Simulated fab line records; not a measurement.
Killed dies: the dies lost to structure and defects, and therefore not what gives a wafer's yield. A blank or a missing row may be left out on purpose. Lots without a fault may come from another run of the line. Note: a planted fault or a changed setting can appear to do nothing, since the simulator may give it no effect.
A struck lot beside a sound one | flow sky130 | 19 out of 708 route steps
Sound: the wafers L706.2, L706.5, L706.6. Struck: wafers L713.2, L713.3, L713.6. The cause comes at the end.
Each step with rows lists, per side, the tool, then ch with its chambers, then its first start. Under that, the readings that differ: sound wafers | struck wafers | difference of the means | sigmas: that difference in standard deviations of wafers without a fault.
alike: a reading whose means differ by less than 2 such deviations, as well as words and numbers matching on both sides. not compared: withheld readings; readings where some wafer has no value; bounds like >300 that might hide an equal value; numbers whose values overlap and for which the record gives no deviation.
The two part at a step that has a row with sigmas, a row that says differs or no value, or rows on one side only. Numbers that have no deviation but don't overlap get no sigmas and don't part them. A reading that every wafer of one side lacks parts them only if that side has two wafers or more.

first, 6 steps without rows for these wafers: SKY_VT_ADJUST_PCH_HMDS_01 (prime time 60 s); SKY_VT_ADJUST_PCH_COAT_02 (resist thk 3000 nm); SKY_VT_ADJUST_PCH_SOFTBAKE_03; SKY_VT_ADJUST_PCH_EXPOSE_04 (exposes mask NWM, target cd 840 nm); SKY_VT_ADJUST_PCH_PEB_05; SKY_VT_ADJUST_PCH_DEVELOP_06 (develop time 60 s).
SKY_VT_ADJUST_PCH_OVL_MEAS_07:
  sound on overlay-01 at day 11 21:54; struck on overlay-02 at day 14 12:11
  alike: VT_ADJUST_PCH_OVL
after that, 1 step had no rows for these wafers: SKY_VT_ADJUST_PCH_IMPLANT_08.
SKY_VT_ADJUST_PCH_STRIP_09: strips in O2/N2.
  sound on plasma-asher-02 ch 0,1, day 11 22:05; struck on plasma-asher-03 ch 1, day 14 12:22
  reading                      | sound             | struck            | difference | sigmas
  strip-time-to-endpoint-s (s) | 36.99 37.01 37.04 | 36.89 36.72 36.67 | -0.25      | -2
  alike: drypump-motor-current-A, oes-product-au
  not compared: rf-hours-counter-h
SKY_VT_ADJUST_PCH_TW_MEAS_10:
  sound on film-metro-02 at day 11 22:11; struck on film-metro-03 at day 14 12:28
  reading          | sound             | struck            | difference | sigmas
  VT_ADJUST_PCH_TW | 144.4 145.0 145.0 | 142.8 142.6 142.2 | -2.3       | -2
then, 2 steps without rows for these wafers: SKY_SONOS_TUNNEL_DEHYDRATE_00 (time 60 s); SKY_SONOS_TUNNEL_HMDS_01 (prime time 60 s).
SKY_SONOS_TUNNEL_COAT_02: resist thk 1140 nm.
  sound on litho-track-03 ch 0, day 12 10:34; struck on litho-track-03 ch 0, day 15 01:13
  reading                                           | sound                | struck               | difference | sigmas
  spin-speed-rpm (rpm)                              | 2999.1 3000.6 3000.6 | 3096.8 3098.3 3097.7 | +97.5      | +44
  model.NOVOLAK_of_SONOS_TUNNEL_COAT_02.thk-nm (nm) | 1147 1144 1142       | 1118 1122 1121       | -24        |
then, 3 steps without rows for these wafers: SKY_SONOS_TUNNEL_SOFTBAKE_03 (time 60 s); SKY_SONOS_TUNNEL_EXPOSE_04 (exposes mask TUNM, target cd 410 nm); SKY_SONOS_TUNNEL_PEB_05.
SKY_SONOS_TUNNEL_DEVELOP_06: develop time 60 s.
  sound on litho-track-01 ch 0, day 12 22:25; struck on litho-track-01 ch 0, day 15 15:04
  reading                                           | sound          | struck         | difference | sigmas
  model.NOVOLAK_of_SONOS_TUNNEL_COAT_02.thk-nm (nm) | 1146 1144 1142 | 1118 1122 1121 | -24        |
SKY_SONOS_TUNNEL_CD_MEAS_07: target cd 410 nm.
  sound on cd-sem-01 at day 12 22:33; struck on cd-sem-02 at day 15 15:12
  alike: cd-nm
SKY_PAD_OPEN_PROBE_99:
  the record has rows for the sound wafers here (prober-02, day 46 23:52) and none for the struck ones

== WHERE THEY PART ==
Earliest at SKY_VT_ADJUST_PCH_STRIP_09; latest, in this record, at SKY_PAD_OPEN_PROBE_99.

WHY: the cause the simulator had injected
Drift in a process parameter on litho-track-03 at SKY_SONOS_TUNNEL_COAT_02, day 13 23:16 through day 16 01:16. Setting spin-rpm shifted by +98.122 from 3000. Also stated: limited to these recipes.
